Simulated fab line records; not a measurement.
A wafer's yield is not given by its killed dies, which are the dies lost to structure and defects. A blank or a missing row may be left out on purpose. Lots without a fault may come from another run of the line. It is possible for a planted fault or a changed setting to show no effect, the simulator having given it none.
Which of the tools did it? ; flow gf180mcu ; 12 lots, 36 wafers sampled, at 5 steps of a route of 602

== WHAT THE GAUGES READ, wafer by wafer ==
GF_POLY_GATE_OVL_MEAS_11.
lot;measured;on;POLY_GATE_OVL (nm)
L534;day 9 08:35;overlay-01;6 6 12
L535;day 9 17:44;overlay-02;4 8 2
L536;day 10 02:58;overlay-02;2 -4 -2
L537;day 10 06:50;overlay-02;10 6 10
L544;day 12 04:34;overlay-01;-4 0 5
L546;day 12 19:52;overlay-01;-1 -2 -3
L547;day 13 01:10;overlay-02;4 3 5
L548;day 13 08:05;overlay-01;-1 -3 1
L549;day 13 14:08;overlay-01;-7 6 -8
L555;day 15 10:52;overlay-02;8 5 9
L556;day 15 20:11;overlay-02;-5 -6 -5
L557;day 16 02:32;overlay-01;3 -6 -7

GF_HV_LDD_CD_MEAS_31: target cd 400 nm.
lot;measured;on;cdNm (nm)
L534;day 11 17:28;cdSem-01;404.6 402.4 402.9
L535;day 12 01:58;cdSem-02;400.0 400.9 399.8
L536;day 12 14:07;cdSem-02;395.5 397.0 398.3
L537;day 12 16:43;cdSem-02;400.3 401.0 400.3
L544;day 14 18:33;cdSem-02;397.7 398.8 399.3
L546;day 15 11:36;cdSem-02;399.5 399.1 399.7
L547;day 15 17:16;cdSem-01;398.8 399.7 400.0
L548;day 16 01:17;cdSem-01;398.0 395.2 397.4
L549;day 16 08:08;cdSem-02;401.0 399.7 400.6
L555;day 18 09:35;cdSem-02;399.6 399.0 399.7
L556;day 18 19:40;cdSem-02;397.2 394.8 396.2
L557;day 19 02:44;cdSem-02;400.6 399.1 400.2

GF_HV_LDD_THK_MEAS_57.
lot;measured;on;HV_LDD_CVD_56_THK (nm)
L534;day 12 16:43;filmMetro-04;90.6 90.8 90.3
L535;day 13 01:14;filmMetro-03;90.5 90.1 90.8
L536;day 13 13:53;filmMetro-03;89.1 90.0 88.9
L537;day 13 16:24;filmMetro-04;89.1 89.5 89.5
L544;day 15 20:29;filmMetro-04;76.6 76.5 75.3
L546;day 16 15:28;filmMetro-04;78.2 78.6 78.1
L547;day 16 18:52;filmMetro-04;91.2 91.2 90.8
L548;day 17 03:13;filmMetro-04;90.7 89.6 90.0
L549;day 17 12:05;filmMetro-01;89.1 90.3 88.9
L555;day 19 13:43;filmMetro-03;90.9 90.5 90.0
L556;day 20 00:01;filmMetro-03;90.9 91.0 90.7
L557;day 20 07:14;filmMetro-01;91.6 92.6 91.4

== TOOL THAT RAN EACH LOT (tool first, then ch and the chambers of the sampled wafers, then the start) ==
lot;GF_HV_LDD_STRIP_49;GF_HV_LDD_CVD_56
L534;plasmaAsher-01 ch 0, day 12 13:49;lpcvd-01 ch 1, day 12 15:17
L535;plasmaAsher-02 ch 0,1, day 12 22:16;lpcvd-02 ch 0, day 12 23:49
L536;plasmaAsher-01 ch 0,1, day 13 10:55;lpcvd-02 ch 1, day 13 12:28
L537;plasmaAsher-04 ch 0,1, day 13 13:22;lpcvd-02 ch 0, day 13 14:58
L544;plasmaAsher-01 ch 0,1, day 15 16:31;lpcvd-01 ch 1, day 15 19:03
L546;plasmaAsher-01 ch 0,1, day 16 10:58;lpcvd-01 ch 0, day 16 13:20
L547;plasmaAsher-01 ch 0,1, day 16 15:58;lpcvd-02 ch 0, day 16 17:26
L548;plasmaAsher-02 ch 0, day 17 00:19;lpcvd-02 ch 1, day 17 01:47
L549;plasmaAsher-04 ch 0,1, day 17 08:25;lpcvd-02 ch 1, day 17 10:38
L555;plasmaAsher-04 ch 0,1, day 19 10:48;lpcvd-02 ch 1, day 19 12:17
L556;plasmaAsher-01 ch 0,1, day 19 21:06;lpcvd-02 ch 1, day 19 22:35
L557;plasmaAsher-02 ch 0,1, day 20 04:20;lpcvd-01 ch 0, day 20 05:47
- GF_HV_LDD_STRIP_49: strips in O2/N2.
- GF_HV_LDD_CVD_56: deposits Si3N4 from DCS/NH3, target thk 90 nm, time 1543 s.

== WHAT THE TOOLS THEMSELVES READ (means of the sampled wafers that have a number; where no wafer has one, the mark that the record gives instead) ==
GF_HV_LDD_STRIP_49.
lot;tool;drypumpMotorCurrentA (A);heaterPowerW (W);oesProductAu (a.u.);stripTimeToEndpointS (s)
L534;plasmaAsher-01;5.5;323;0.715;12.58
L535;plasmaAsher-02;5.7;353;0.715;12.67
L536;plasmaAsher-01;5.4;335;0.715;12.67
L537;plasmaAsher-04;6.1;332;0.718;12.70
L544;plasmaAsher-01;5.4;336;0.719;12.67
L546;plasmaAsher-01;5.4;334;0.714;12.63
L547;plasmaAsher-01;5.5;324;0.715;12.68
L548;plasmaAsher-02;5.3;349;0.713;12.62
L549;plasmaAsher-04;6.1;332;0.714;12.66
L555;plasmaAsher-04;6.4;329;0.718;12.63
L556;plasmaAsher-01;5.4;332;0.718;12.65
L557;plasmaAsher-02;6.1;348;0.718;12.66

GF_HV_LDD_CVD_56.
lot;tool;spikeTcBottomC (C);spikeTcLowerC (C)
L534;lpcvd-01;785.3;768.8
L535;lpcvd-02;787.7;769.3
L536;lpcvd-02;789.3;770.2
L537;lpcvd-02;787.7;769.6
L544;lpcvd-01;784.9;769.1
L546;lpcvd-01;786.4;770.3
L547;lpcvd-02;788.5;769.5
L548;lpcvd-02;789.8;771.8
L549;lpcvd-02;790.5;771.4
L555;lpcvd-02;790.3;771.2
L556;lpcvd-02;790.2;770.9
L557;lpcvd-01;786.0;769.7

== THE ANSWER, worked out from the rows above alone ==
Rule: usual is defined by the lots themselves. The widest of any qualifying gaps counts: lots, ordered by their means at a reading, are off when they make up no more than a third of the lots, leave a main group of 4 or more, and stand apart from it by 3 or more times the standard deviation of that group's means. The tables above print the reading to a certain number of digits; a main group whose means all agree to those digits is not used. A lot without any number at a reading at which 4 lots or more have one is off too. The other lots that the step has rows for count as sound. The gauges are gone through in route order, then the tools' own readings, and for those a lot's mean is taken as printed above. At the first step where some lot is off, the reading lying furthest off is the one used; lots without a number count as furthest.
Off: L544, L546, at GF_HV_LDD_THK_MEAS_57 (HV_LDD_CVD_56_THK). The main group: mean 90.4 nm, standard deviation 0.78.
If a tool, at a process step before that reading, ran all the lots that are off and no sound lot after the first of them, it fits. Gauges at GF_HV_LDD_THK_MEAS_57: tried the same way as those tools. Not one of the candidates tried fits.

== WHAT WAS PUT IN BY THE SIMULATOR ==
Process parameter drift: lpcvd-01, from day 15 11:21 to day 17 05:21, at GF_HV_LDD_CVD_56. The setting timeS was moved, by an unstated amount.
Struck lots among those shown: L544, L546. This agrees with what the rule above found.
